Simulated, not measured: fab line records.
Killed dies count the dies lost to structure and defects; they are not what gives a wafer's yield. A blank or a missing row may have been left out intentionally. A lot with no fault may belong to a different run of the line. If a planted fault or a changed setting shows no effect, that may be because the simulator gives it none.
fab line records -- flow sky130 -- part 2 of 2: steps 31 to 40 of 40
record: lots: 5, wafers: 15, last-day: 49
route steps=708 shown METAL5@668 PASSIVATION@681 PAD_OPEN@694
lots with no fault: from the same line, run without faults
start-h: the number of hours between the record's first day and the start of the first shown wafer of the lot -- wait-h: hours elapsed since this lot's preceding step -- " unchanged from the row above -- L1.1+2: one row covering several wafers at once -- - no value, or no start was given -- * or withheld: withheld -- < > ~ a bound
route shown NAME@n: a module of which the file shows steps, and the number in the route of the first -- usual: average and standard deviation across the fault-free wafers -- same: alike in all rows -- chamber/n: place in a boat -- sites: per-site readings -- _std_site: their standard deviation -- _edge_site: the outer-site mean with the inner-site mean subtracted -- radius-mm: how far each site lies from the wafer's centre -- mask NAME#n: copy n -- behind: the tool/chamber that last shaped the wafer -- hold: why the lot was held/for how many hours/how that ended -- device: which transistor (n, p or np) failed to switch -- end of line: the same wafers' tests at the end of the route -- a step with no rows: only its recipe -- killed: the dies lost at the first sort to structure and to defects; this is not the yield of the wafer -- map: a wafer's dies, marking killed ones x, the rest . and places with no die _
set.NAME: setting as actually run; set.NAME@STEP: the setting as run at that earlier step -- model.NAME: the simulator's own value behind a step, which no gauge read
a table for each step, a row for each wafer; lots at some steps of the route
services: the hour from which a tool's chamber was out of use, counted from the record's first day as start-h (under 0 if before that day), plus the number of hours and why
== steps ==
step: SKY_PAD_OPEN_EXPOSE_04
recipe: mask-id: PDM, target-cd-nm: 60000, na: 0.57, dose-mj: 260
usual: reticle-temp-C: 23.01/0.11
lot.wafer,tool,chamber,start-h,wait-h,mask,reticle-temp-C
L074.2,iline-stepper-01,0,-,-,PDM#0,22.88
L074.5,iline-stepper-01,0,-,-,PDM#0,23.07
L074.6,iline-stepper-01,0,-,-,PDM#0,22.95
L075.1,iline-stepper-02,0,-,-,PDM#0,23.05
L075.2,iline-stepper-02,0,-,-,PDM#0,23.08
L075.5,iline-stepper-02,0,-,-,PDM#0,23.05
L082.4,iline-stepper-01,0,-,-,PDM#0,22.96
L082.5,iline-stepper-01,0,-,-,PDM#0,23.11
L082.6,iline-stepper-01,0,-,-,PDM#0,22.98
L086.1,iline-stepper-02,0,-,-,PDM#0,22.79
L086.3,iline-stepper-02,0,-,-,PDM#0,23.02
L086.5,iline-stepper-02,0,-,-,PDM#0,22.93
L091.1,iline-stepper-02,0,-,-,PDM#0,23.18
L091.2,iline-stepper-02,0,-,-,PDM#0,23.24
L091.5,iline-stepper-02,0,-,-,PDM#0,23.25
step: SKY_PAD_OPEN_PEB_05
recipe: temp-c: 115, time-s: withheld
lot.wafer,tool,chamber,start-h,wait-h
L074.2+5+6,litho-track-01,0,-,-
L075.1+2+5,litho-track-02,0,-,-
L082.4+5+6,litho-track-04,0,-,-
L086.1+3+5,litho-track-04,0,-,-
L091.1+2+5,litho-track-04,0,-,-
step: SKY_PAD_OPEN_DEVELOP_06
recipe: develop-time-s: 60, dev-temp-c: 23
lot.wafer,tool,chamber,start-h,wait-h
L074.2+5+6,litho-track-01,0,-,-
L075.1+2+5,litho-track-02,0,-,-
L082.4+5+6,litho-track-04,0,-,-
L086.1+3+5,litho-track-04,0,-,-
L091.1+2+5,litho-track-04,0,-,-
step: SKY_PAD_OPEN_ETCH_07
recipe: chemistry: CF4/O2, target-depth-nm: 725, stop-on: AlCu, source-w: 800, bias-w: 150, pressure-mtorr: 150, cf4-flow-sccm: 80, O2_flow_sccm: 10, time-s: 161.1
usual: cf4-flow-sccm: 79.96/0.24, drypump-motor-current-A: 5.7/0.41, oes-product-au: 0.976/0.0073, throttle-valve-pct: 5.965/0.0092
lot.wafer,tool,chamber,start-h,wait-h,cf4-flow-sccm,drypump-motor-current-A,oes-product-au,rf-hours-counter-h,throttle-valve-pct
L074.2,rie-diel-01,2,1077.53,-,80.30,5.4,0.970,22,5.956
L074.5,rie-diel-01,1,1077.53,-,80.08,6.1,0.971,-,5.975
L074.6,rie-diel-01,0,1077.53,-,79.96,5.5,0.975,-,5.970
L075.1,rie-diel-03,0,1086.74,-,80.03,5.3,0.977,1,5.958
L075.2,rie-diel-03,1,1086.74,-,80.11,6.0,0.969,8,5.963
L075.5,rie-diel-03,0,1086.74,-,79.60,5.2,0.992,-,5.956
L082.4,rie-diel-03,0,1131.46,-,80.11,5.2,0.989,2,5.972
L082.5,rie-diel-03,0,1131.46,-,80.06,5.2,0.988,-,5.959
L082.6,rie-diel-03,1,1131.46,-,79.76,6.0,0.977,-,5.968
L086.1,rie-diel-03,3,1144.31,-,80.18,6.4,0.973,14,5.968
L086.3,rie-diel-03,1,1144.31,-,79.95,6.0,0.970,10,5.954
L086.5,rie-diel-03,0,1144.31,-,79.78,5.2,0.988,-,5.965
L091.1,rie-diel-04,2,1174.06,-,79.72,5.0,0.984,27,5.965
L091.2,rie-diel-04,1,1174.06,-,80.10,5.4,0.985,16,5.963
L091.5,rie-diel-04,3,1174.06,-,80.20,5.3,0.986,-,5.967
step: SKY_PAD_OPEN_STRIP_08
recipe: chemistry: O2/N2, power-w: 1400, pressure-mtorr: 1500, platen-temp-c: withheld, overash-fraction: 0.7, o2-flow-sccm: 3000, n2-flow-sccm: 300
usual: drypump-motor-current-A: 5.82/0.24, oes-product-au: 0.663/0.0046, strip-time-to-endpoint-s: 37.14/0.12
lot.wafer,tool,chamber,start-h,wait-h,drypump-motor-current-A,oes-product-au,rf-hours-counter-h,strip-time-to-endpoint-s
L074.2,plasma-asher-01,0,1077.64,0.1,6.23,0.656,63,37.19
L074.5,plasma-asher-01,0,1077.64,0.1,6.24,0.664,-,37.25
L074.6,plasma-asher-01,1,1077.64,0.1,5.87,0.666,-,37.19
L075.1,plasma-asher-03,1,1086.85,0.1,5.55,0.667,92,36.95
L075.2,plasma-asher-03,0,1086.85,0.1,5.49,0.657,92,36.89
L075.5,plasma-asher-03,0,1086.85,0.1,5.48,0.669,-,36.84
L082.4,plasma-asher-02,0,1131.60,0.1,6.03,0.658,-,37.13
L082.5,plasma-asher-02,1,1131.60,0.1,5.75,0.667,-,37.02
L082.6,plasma-asher-02,0,1131.60,0.1,6.00,0.667,-,37.08
L086.1,plasma-asher-02,0,1144.41,0.1,6.00,0.654,7,37.17
L086.3,plasma-asher-02,1,1144.41,0.1,5.73,0.669,-,37.19
L086.5,plasma-asher-02,0,1144.41,0.1,6.02,0.665,-,37.25
L091.1,plasma-asher-01,1,1174.16,0.1,5.85,0.659,73,37.14
L091.2,plasma-asher-01,0,1174.16,0.1,6.23,0.666,73,37.05
L091.5,plasma-asher-01,0,1174.16,0.1,6.23,0.670,-,37.06
step: SKY_PAD_OPEN_STRIP_09
recipe: chemistry: post-etch-residue-remover, time-s: 1200, temp-c: 72.5
lot.wafer,tool,chamber,start-h,wait-h
L074.2+5+6,wet-bench-02,1,1077.74,0.1
L075.1+2+5,wet-bench-02,1,1086.95,0.1
L082.4+5+6,wet-bench-02,2,1131.66,0.0
L086.1+3+5,wet-bench-02,3,1144.51,0.1
L091.1+2+5,wet-bench-04,1,1174.26,0.1
step: SKY_PAD_OPEN_CLEAN_10
recipe: chemistry: IPA, time-s: 180, temp-c: 25
lot.wafer,tool,chamber,start-h,wait-h
L074.2+5+6,wet-bench-04,1,1078.42,0.0
L075.1+2+5,wet-bench-04,0,1087.29,0.0
L082.4+5+6,wet-bench-04,2,1132.00,0.0
L086.1+3+5,wet-bench-03,1,1144.85,0.0
L091.1+2+5,wet-bench-04,1,1174.74,0.1
step: SKY_PAD_OPEN_CLEAN_11
recipe: chemistry: O3/DIW, dry: n2-spin
lot.wafer,tool,chamber,start-h,wait-h
L074.2+5+6,wet-bench-02,0,1078.48,0.0
L075.1+2+5,wet-bench-02,1,1087.35,0.0
L082.4+5+6,wet-bench-02,1,1132.06,0.0
L086.1+3+5,wet-bench-02,2,1144.91,0.0
L091.1+2+5,wet-bench-04,3,1174.80,0.0
step: SKY_PAD_OPEN_ANNEAL_12
recipe: temp-c: 400, time-s: withheld, ambient: N2/H2, idle-temp-c: 300, ramp-up-c-per-min: 8, ramp-down-c-per-min: 4
usual: spike-tc-upper-C: 400.4/1.2
lot.wafer,tool,chamber,start-h,wait-h,spike-tc-upper-C
L074.2,furnace-01,0,1078.66,0.0,400.9
L074.5,furnace-01,0,1078.66,0.0,398.8
L074.6,furnace-01,0,1078.66,0.0,399.8
L075.1,furnace-02,0,1087.44,0.0,400.9
L075.2,furnace-02,0,1087.44,0.0,402.4
L075.5,furnace-02,0,1087.44,0.0,401.5
L082.4,furnace-01,0,1132.15,0.0,401.3
L082.5,furnace-01,0,1132.15,0.0,398.6
L082.6,furnace-01,0,1132.15,0.0,400.2
L086.1,furnace-01,0,1145.00,0.0,398.8
L086.3,furnace-01,0,1145.00,0.0,399.0
L086.5,furnace-01,0,1145.00,0.0,397.6
L091.1,furnace-02,0,1174.90,0.0,402.5
L091.2,furnace-02,0,1174.90,0.0,400.3
L091.5,furnace-02,0,1174.90,0.0,400.7
step: SKY_PAD_OPEN_BOW_MEAS_13
recipe: mode: bow
usual: PAD_OPEN_BOW: 47/8.8
lot.wafer,tool,chamber,start-h,wait-h,PAD_OPEN_BOW[um]
L074.2,film-metro-02,-,1080.18,-,40
L074.5,film-metro-02,-,1080.18,-,44
L074.6,film-metro-02,-,1080.18,-,43
L075.1,film-metro-02,-,1088.94,-,62
L075.2,film-metro-02,-,1088.94,-,54
L075.5,film-metro-02,-,1088.94,-,60
L082.4,film-metro-02,-,1133.71,-,47
L082.5,film-metro-02,-,1133.71,-,46
L082.6,film-metro-02,-,1133.71,-,47
L086.1,film-metro-02,-,1146.50,-,53
L086.3,film-metro-02,-,1146.50,-,32
L086.5,film-metro-02,-,1146.50,-,47
L091.1,film-metro-04,-,1176.40,-,39
L091.2,film-metro-04,-,1176.40,-,43
L091.5,film-metro-04,-,1176.40,-,35
== services ==
tool,chamber,start-h,hours,kind
rie-diel-03,1,998.43,5.3,repair
plasma-asher-02,-,999.27,0.7,repair
rie-metal-01,-,999.88,1.0,repair
plasma-asher-04,-,1005.88,1.0,repair
pecvd-01,2,1009.11,5.3,repair
wet-bench-01,-,1012.13,1.9,repair
rie-diel-03,-,1013.59,2.8,pm
plasma-asher-02,-,1017.07,4.1,repair
rie-metal-01,1,1018.16,5.2,repair
rie-diel-02,3,1022.15,41.1,repair
iline-stepper-01,-,1028.57,0.7,repair
plasma-asher-04,-,1033.91,2.8,pm
rie-metal-01,-,1047.35,2.8,pm
plasma-asher-02,-,1055.25,9.0,pm
rie-diel-02,1,1058.58,5.4,repair
plasma-asher-02,-,1066.42,3.0,repair
pecvd-02,-,1068.59,14.6,pm
iline-stepper-01,-,1090.91,1.7,pm
plasma-asher-04,-,1096.74,5.2,repair
plasma-asher-02,-,1109.41,3.9,repair
pecvd-02,-,1120.07,2.8,pm
wet-bench-01,-,1138.91,1.7,repair
wet-bench-02,-,1148.76,1.9,pm
rie-metal-03,1,1161.72,15.3,repair
